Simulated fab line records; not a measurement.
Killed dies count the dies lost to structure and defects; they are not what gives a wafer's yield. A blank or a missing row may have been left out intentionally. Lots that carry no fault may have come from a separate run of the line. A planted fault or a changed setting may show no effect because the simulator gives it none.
Matching of chambers || flow sky130 || rie-diel-03 running SKY_VIA1_ETCH_14: 4 sister chambers
The step etches BARC in N2/H2, stops on SiO2, time 45.9 s, target depth 60 nm. 17 wafers are shown with their chamber, then 8 later ones without.

## WAFERS, EACH WITH ITS CHAMBER
{"wafer": "L672.2", "chamber": 0, "drypump-motor-current-A (A)": 5.0, "run-length-s (s)": 73.8, "chamber-pressure-mTorr (mTorr)": 30.002}
{"wafer": "L672.4", "chamber": 2, "drypump-motor-current-A (A)": 6.5, "run-length-s (s)": 74.6, "chamber-pressure-mTorr (mTorr)": 29.981}
{"wafer": "L672.5", "chamber": 1, "drypump-motor-current-A (A)": 5.4, "run-length-s (s)": 73.5, "chamber-pressure-mTorr (mTorr)": 29.966}
{"wafer": "L673.2", "chamber": 2, "drypump-motor-current-A (A)": 6.6, "run-length-s (s)": 74.4, "chamber-pressure-mTorr (mTorr)": 30.047}
{"wafer": "L673.5", "chamber": 0, "drypump-motor-current-A (A)": 5.0, "run-length-s (s)": 73.9, "chamber-pressure-mTorr (mTorr)": 29.986}
{"wafer": "L673.6", "chamber": 1, "drypump-motor-current-A (A)": 5.4, "run-length-s (s)": 73.7, "chamber-pressure-mTorr (mTorr)": 30.000}
{"wafer": "L674.1", "chamber": 3, "drypump-motor-current-A (A)": 6.3, "run-length-s (s)": 74.5, "chamber-pressure-mTorr (mTorr)": 30.001}
{"wafer": "L674.4", "chamber": 1, "drypump-motor-current-A (A)": 5.4, "run-length-s (s)": 73.7, "chamber-pressure-mTorr (mTorr)": 30.004}
{"wafer": "L675.2", "chamber": 1, "drypump-motor-current-A (A)": 5.4, "run-length-s (s)": 73.5, "chamber-pressure-mTorr (mTorr)": 29.971}
{"wafer": "L675.6", "chamber": 0, "drypump-motor-current-A (A)": 5.1, "run-length-s (s)": 74.1, "chamber-pressure-mTorr (mTorr)": 30.028}
{"wafer": "L685.2", "chamber": 2, "drypump-motor-current-A (A)": 6.5, "run-length-s (s)": 74.4, "chamber-pressure-mTorr (mTorr)": 30.042}
{"wafer": "L685.5", "chamber": 2, "drypump-motor-current-A (A)": 6.5, "run-length-s (s)": 74.3, "chamber-pressure-mTorr (mTorr)": 30.013}
{"wafer": "L685.6", "chamber": 1, "drypump-motor-current-A (A)": 5.5, "run-length-s (s)": 73.6, "chamber-pressure-mTorr (mTorr)": 30.016}
{"wafer": "L686.2", "chamber": 2, "drypump-motor-current-A (A)": 6.5, "run-length-s (s)": 74.3, "chamber-pressure-mTorr (mTorr)": 30.014}
{"wafer": "L686.5", "chamber": 3, "drypump-motor-current-A (A)": 6.3, "run-length-s (s)": 74.7, "chamber-pressure-mTorr (mTorr)": 29.970}
{"wafer": "L686.6", "chamber": 2, "drypump-motor-current-A (A)": 6.5, "run-length-s (s)": 74.5, "chamber-pressure-mTorr (mTorr)": 30.021}
{"wafer": "L688.4", "chamber": 0, "drypump-motor-current-A (A)": 5.1, "run-length-s (s)": 74.0, "chamber-pressure-mTorr (mTorr)": 30.021}

SIGNATURES (averages over the wafers above)
{"reading": "drypump-motor-current-A", "chamber 0": 5.050, "chamber 1": 5.420, "chamber 2": 6.517, "chamber 3": 6.300, "scatter within a chamber": 0.045}
{"reading": "run-length-s", "chamber 0": 73.950, "chamber 1": 73.600, "chamber 2": 74.417, "chamber 3": 74.600, "scatter within a chamber": 0.117}
{"reading": "chamber-pressure-mTorr", "chamber 0": 30.00925, "chamber 1": 29.99140, "chamber 2": 30.01967, "chamber 3": 29.98550, "scatter within a chamber": 0.022}
Rule: for each reading, subtract the chamber's mean from the wafer's reading, divide by that reading's scatter and square the result; add these up over the readings and take the root, which gives the wafer's distance from the chamber. If the next closest chamber is less than 2 further off than the closest, the wafer can't be placed; otherwise it belongs to the closest. The scatter: take each reading less its chamber's mean, square it, sum over the shown wafers, divide by the number of wafers less the number of chambers, and take the root.

## WAFERS MISSING THEIR CHAMBER
{"wafer": "L688.5", "drypump-motor-current-A (A)": 5.1, "run-length-s (s)": 73.9, "chamber-pressure-mTorr (mTorr)": 29.968}
{"wafer": "L688.6", "drypump-motor-current-A (A)": 6.3, "run-length-s (s)": 74.5, "chamber-pressure-mTorr (mTorr)": 29.963}
{"wafer": "L690.1", "drypump-motor-current-A (A)": 5.1, "run-length-s (s)": 73.9, "chamber-pressure-mTorr (mTorr)": 29.990}
{"wafer": "L690.5", "drypump-motor-current-A (A)": 5.0, "run-length-s (s)": 74.2, "chamber-pressure-mTorr (mTorr)": 29.991}
{"wafer": "L690.6", "drypump-motor-current-A (A)": 5.4, "run-length-s (s)": 73.8, "chamber-pressure-mTorr (mTorr)": 29.996}
{"wafer": "L692.2", "drypump-motor-current-A (A)": 6.3, "run-length-s (s)": 74.2, "chamber-pressure-mTorr (mTorr)": 30.050}
{"wafer": "L692.5", "drypump-motor-current-A (A)": 6.3, "run-length-s (s)": 74.7, "chamber-pressure-mTorr (mTorr)": 30.002}
{"wafer": "L692.6", "drypump-motor-current-A (A)": 5.0, "run-length-s (s)": 74.3, "chamber-pressure-mTorr (mTorr)": 30.042}

## THE CHAMBER EACH PASSED THROUGH
{"wafer": "L688.5", "from the rows above": 0, "in truth": 0}
{"wafer": "L688.6", "from the rows above": 3, "in truth": 3}
{"wafer": "L690.1", "from the rows above": 0, "in truth": 0}
{"wafer": "L690.5", "from the rows above": 0, "in truth": 0}
{"wafer": "L690.6", "from the rows above": 1, "in truth": 1}
{"wafer": "L692.2", "from the rows above": "can't be placed: 3 or 2", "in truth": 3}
{"wafer": "L692.5", "from the rows above": 3, "in truth": 3}
{"wafer": "L692.6", "from the rows above": 0, "in truth": 0}
Correctly placed: 7 of 8. Can't be placed from these rows: 1 (the true chamber is among the candidates in 1). Number placed wrongly: 0.
